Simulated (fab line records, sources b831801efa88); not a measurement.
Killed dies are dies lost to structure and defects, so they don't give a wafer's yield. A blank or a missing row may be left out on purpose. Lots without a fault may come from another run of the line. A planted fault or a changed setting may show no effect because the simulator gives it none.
A struck lot beside a sound one | flow sky130 | 30 steps out of a route of 708
Sound: wafers L585.2, L585.4, L585.5. Struck: wafers L590.1, L590.5, L590.6. The cause comes at the end.
At each step with rows: each side's tool, then ch and its chambers, then its first start. Under that, the readings that differ: sound wafers | struck wafers | difference of the means | sigmas: that difference in standard deviations of wafers without a fault.
alike: readings whose means differ by less than 2 such deviations, and words and numbers that are the same on both sides. not compared: withheld readings, readings that some wafer has no value for, bounds like >300 that may hide the same value, and numbers for which the record gives no deviation and whose values overlap.
The two part at a step that has a row with sigmas, a row that says differs or no value, or rows on one side only. Numbers that don't overlap but have no deviation are shown without sigmas and don't part them. A reading that every wafer of one side lacks parts them only if that side has two wafers or more.

SKY_PWDE_STRIP_09: strips in O2/N2.
  sound on plasma_asher-04 ch 0, day 4 04:17; struck on plasma_asher-03 ch 0,1, day 5 07:31
  alike: drypump_motor_current_A, oes_product_au, strip_time_to_endpoint_s
  not compared: rf_hours_counter_h
SKY_PWDE_TW_MEAS_10:
  sound on film_metro-04, day 4 04:24; struck on film_metro-04, day 5 07:37
  alike: PWDE_TW
then, 7 steps without rows for these wafers: SKY_NWELL_DEHYDRATE_03 (time 60 s); SKY_NWELL_HMDS_04 (prime time 60 s); SKY_NWELL_COAT_05 (resist thk 3000 nm); SKY_NWELL_SOFTBAKE_06; SKY_NWELL_EXPOSE_07 (exposes mask NWM, target cd 840 nm); SKY_NWELL_PEB_08; SKY_NWELL_DEVELOP_09 (develop time 60 s).
SKY_NWELL_OVL_MEAS_10:
  sound on overlay-01, day 4 21:23; struck on overlay-02, day 6 01:30
  alike: NWELL_00_OVL
then, 2 steps without rows for these wafers: SKY_NWELL_IMPLANT_11; SKY_NWELL_IMPLANT_12.
SKY_NWELL_IMPLANT_13:
  sound on implanter-03 ch 0, day 4 21:45; struck on implanter-01 ch 0, day 6 01:50
  reading            | sound                         | struck                        | difference | sigmas
  dose_ions_cm2      | 6.995e+11 6.999e+11 6.995e+11 | 3.257e+11 3.263e+11 3.262e+11 | -3.736e+11 | -99 or more
  faraday_current_uA | 3.85 3.99 3.98                | 1.83 1.82 1.88                | -2.10      | -28
SKY_NWELL_STRIP_14: strips in O2/N2.
  sound on plasma_asher-04 ch 0,1, day 4 21:52; struck on plasma_asher-02 ch 0,1, day 6 01:59
  alike: drypump_motor_current_A, oes_product_au, strip_time_to_endpoint_s
  not compared: rf_hours_counter_h
SKY_NWELL_TW_MEAS_15:
  sound on film_metro-04, day 4 21:59; struck on film_metro-04, day 6 02:05
  alike: NWELL_TW
then, 7 steps without rows for these wafers: SKY_NWELL_DEHYDRATE_16 (time 60 s); SKY_NWELL_HMDS_17 (prime time 60 s); SKY_NWELL_COAT_18 (resist thk 3000 nm); SKY_NWELL_SOFTBAKE_19; SKY_NWELL_EXPOSE_20 (exposes mask NWM COMPLEMENT, target cd 840 nm); SKY_NWELL_PEB_21; SKY_NWELL_DEVELOP_22 (develop time 60 s).
SKY_NWELL_OVL_MEAS_23:
  sound on overlay-01, day 5 15:32; struck on overlay-01, day 6 21:14
  alike: NWELL_01_OVL
then, 1 step without rows for these wafers: SKY_NWELL_IMPLANT_24.
SKY_NWELL_STRIP_25: strips in O2/N2.
  sound on plasma_asher-04 ch 0,1, day 5 15:43; struck on plasma_asher-03 ch 0,1, day 6 21:25
  alike: drypump_motor_current_A, oes_product_au, strip_time_to_endpoint_s
  not compared: rf_hours_counter_h
SKY_NWELL_TW_MEAS_26:
  sound on film_metro-03, day 5 15:50; struck on film_metro-01, day 6 21:31
  reading    | sound       | struck      | difference | sigmas
  NWELL_2_TW | 500 501 500 | 482 484 483 | -17        | -2
then, 1 step without rows for these wafers: SKY_NWELL_CLEAN_27 (cleans in SC1/SC2, time 150 s).
SKY_NWELL_RTA_28: time 30 s.
  sound on rtp_anneal-02 ch 0, day 5 15:57; struck on rtp_anneal-02 ch 0, day 6 21:41
  alike: lamp_power_pct, wafer_temp_C_max
SKY_NWELL_RS_MEAS_29: measures by four-point-probe.
  sound on film_metro-01, day 5 16:03; struck on film_metro-03, day 6 21:47
  reading           | sound             | struck            | difference | sigmas
  NWELL_RS (ohm/sq) | 622.9 623.6 624.3 | 636.2 636.0 635.9 | +12.4      | +7
-- the record jumps here: 41 days lie between the struck wafers' starts before and after (it left off in module NWELL and takes up again in module PAD_OPEN, whose first step shown is number 708 of the route) --
SKY_PAD_OPEN_PROBE_99:
  sound on prober-02, day 45 21:16; struck on prober-01, day 47 12:51
  reading                                | sound                         | struck                        | difference | sigmas
  model.etest.nfet_16v.r_on_ohm_um       | 1.381e+04 1.407e+04 1.394e+04 | 1.465e+04 1.459e+04 1.463e+04 | +6.833e+02 |
  model.etest.pfet_g5v0d10v5.r_on_ohm_um | 4733 4866 4738                | 4639 4575 4656                | -156       |
  model.etest.tip_p_5v.rs_ohm_sq         | 2844 2840 2849                | 2812 2784 2795                | -47        |
  model.etest.pfet_g5v0d10v5.drive_ua_um | 344.9 338.5 344.3             | 351.1 356.4 351.7             | +10.5      |
  model.etest.pfet_01v8_lvt.drive_ua_um  | 169.8 169.7 172.8             | 188.1 187.3 187.4             | +16.8      |
  model.etest.pfet_01v8.drive_ua_um      | 185.5 186.1 189.4             | 201.9 198.8 198               | +12.6      |
  alike: killed_at_M0_to_M3, killed_at_M4_up, killed_at_contacts, killed_at_front_end, killed_at_other, killed_dies, killed_on_rim, killed_open, killed_short
  not compared: model.etest.tip_p.rs_ohm_sq, model.etest.pfet_16v.drive_ua_um

WHERE THEY PART
First at SKY_NWELL_IMPLANT_13; last, within this record, at SKY_NWELL_RS_MEAS_29. Later steps at which nothing parts them and some readings are alike: SKY_PAD_OPEN_PROBE_99.

WHY: what the simulator had put in
Process parameter drift: implanter-01, from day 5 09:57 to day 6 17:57, at SKY_NWELL_IMPLANT_13. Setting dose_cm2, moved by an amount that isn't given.
